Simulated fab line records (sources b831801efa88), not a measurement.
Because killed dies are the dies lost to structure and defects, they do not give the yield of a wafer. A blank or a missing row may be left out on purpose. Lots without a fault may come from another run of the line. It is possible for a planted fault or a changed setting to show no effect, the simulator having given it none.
A struck lot beside a sound one + flow gf180mcu + 17 out of 602 route steps
Sound: these wafers, L731.3, L731.4, L731.6. Struck: wafers L735.2, L735.3, L735.6. The cause is named last.
Order at every step that has rows: each side's tool, ch and its chambers, its first start. Under that, the readings that differ: sound wafers + struck wafers + difference of the means + sigmas: that difference in standard deviations of wafers without a fault.
alike: a reading whose means differ by less than 2 such deviations, as well as words and numbers matching on both sides. not compared: withheld readings; readings where some wafer has no value; bounds like >300 that might hide an equal value; numbers whose values overlap and for which the record gives no deviation.
Wherever a step has rows on one side only, a row that says differs or no value, or a row with sigmas, the two part there. When numbers do not overlap yet have no deviation, they are printed without sigmas and do not part them. A reading that every wafer of one side lacks parts them only if that side has two wafers or more.

first, 2 steps without rows for these wafers: GF_HV_LDD_PEB_44; GF_HV_LDD_DEVELOP_45 (develop time 60 s).
GF_HV_LDD_CD_MEAS_46: the cd target is 400 nm.
  sound on cd sem-02, day 16 01:45; struck on cd sem-02, day 17 09:20
  alike: cd nm
GF_HV_LDD_OVL_MEAS_47:
  sound on overlay-02, day 16 01:50; struck on overlay-01, day 17 09:26
  alike: HV_LDD_03_OVL
then, 1 step without rows for these wafers: GF_HV_LDD_IMPLANT_48.
GF_HV_LDD_STRIP_49: strips in O2/N2.
  sound on plasma asher-01 ch 0,1, day 16 02:03; struck on plasma asher-01 ch 0,1, day 17 09:37
  alike: drypump motor current A, heater power w, oes product au, strip time to endpoint s
  not compared: rf hours counter h
GF_HV_LDD_TW_MEAS_50:
  sound on film metro-03, day 16 02:08; struck on film metro-03, day 17 09:44
  alike: HV_LDD_4_TW
then, 1 step without rows for these wafers: GF_HV_LDD_CLEAN_51 (cleans in SC1/SC2, time 156.8 s).
GF_HV_LDD_RTA_52: time 10 s.
  sound on rtp anneal-02 ch 0, day 16 02:15; struck on rtp anneal-02 ch 0, day 17 09:50
  alike: lamp power pct, wafer_temp_C_max
GF_HV_LDD_RS_MEAS_53: the measuring method here is four-point-probe.
  sound on film metro-04, day 16 02:20; struck on film metro-04, day 17 09:55
  alike: HV_LDD_RS
then, 1 step without rows for these wafers: GF_HV_LDD_CVD_54 (deposits SiO2 from TEOS, target thk 10 nm, time 75 s).
GF_HV_LDD_THK_MEAS_55:
  sound on film metro-04, day 16 03:58; struck on film metro-04, day 17 11:02
  alike: HV_LDD_CVD_54_THK
GF_HV_LDD_CVD_56: deposits Si3N4 from DCS/NH3, target thk 90 nm, time 1543 s.
  sound on lpcvd-01 ch 0, day 16 04:00; struck on lpcvd-01 ch 1, day 17 11:05
| reading                                  | sound           | struck            | difference | sigmas |
|------------------------------------------|-----------------|-------------------|------------|--------|
| model.Si3N4_of_HV_LDD_CVD_56.thk nm (nm) | 89.3 89.8 90.07 | 84.56 84.13 83.42 | -5.69      |        |
GF_HV_LDD_THK_MEAS_57:
  sound on film metro-03, day 16 05:27; struck on film metro-04, day 17 12:32
| reading                | sound          | struck         | difference | sigmas |
|------------------------|----------------|----------------|------------|--------|
| HV_LDD_CVD_56_THK (nm) | 89.3 89.9 90.1 | 84.6 84.2 83.4 | -5.7       | -7     |
GF_HV_LDD_ETCHBACK_58: etches Si3N4 in CH3F/O2, stops on SiO2, time 100 s, target depth 90 nm.
  sound on rie diel-01 ch 0,3, day 16 05:29; struck on rie diel-01 ch 2,3, day 17 12:35
| reading                  | sound             | struck            | difference | sigmas |
|--------------------------|-------------------|-------------------|------------|--------|
| oes product au (a.u.)    | 0.838 0.849 0.842 | 0.809 0.808 0.816 | -0.032     | -5     |
| model.etch.depth nm (nm) | 89.3 89.8 90.07   | 84.56 84.13 83.42 | -5.69      |        |
  alike: drypump motor current A, throttle valve pct
  not compared: rf hours counter h
then, 1 step without rows for these wafers: GF_NSD_DEHYDRATE_00 (time 60 s).
-- the record jumps here: 16 days lie between the struck wafers' starts before and after (it left off in module NSD and takes up again in module PASSIVATION, whose first step shown is number 602 of the route) --
GF_PASSIVATION_PROBE_99:
  the record has rows for the struck wafers here (prober-02, day 33 05:20) and none for the sound ones

## WHERE THEY PART
At GF_HV_LDD_THK_MEAS_57 first; at GF_PASSIVATION_PROBE_99 last (within this record only).

WHY: what the simulator had put in
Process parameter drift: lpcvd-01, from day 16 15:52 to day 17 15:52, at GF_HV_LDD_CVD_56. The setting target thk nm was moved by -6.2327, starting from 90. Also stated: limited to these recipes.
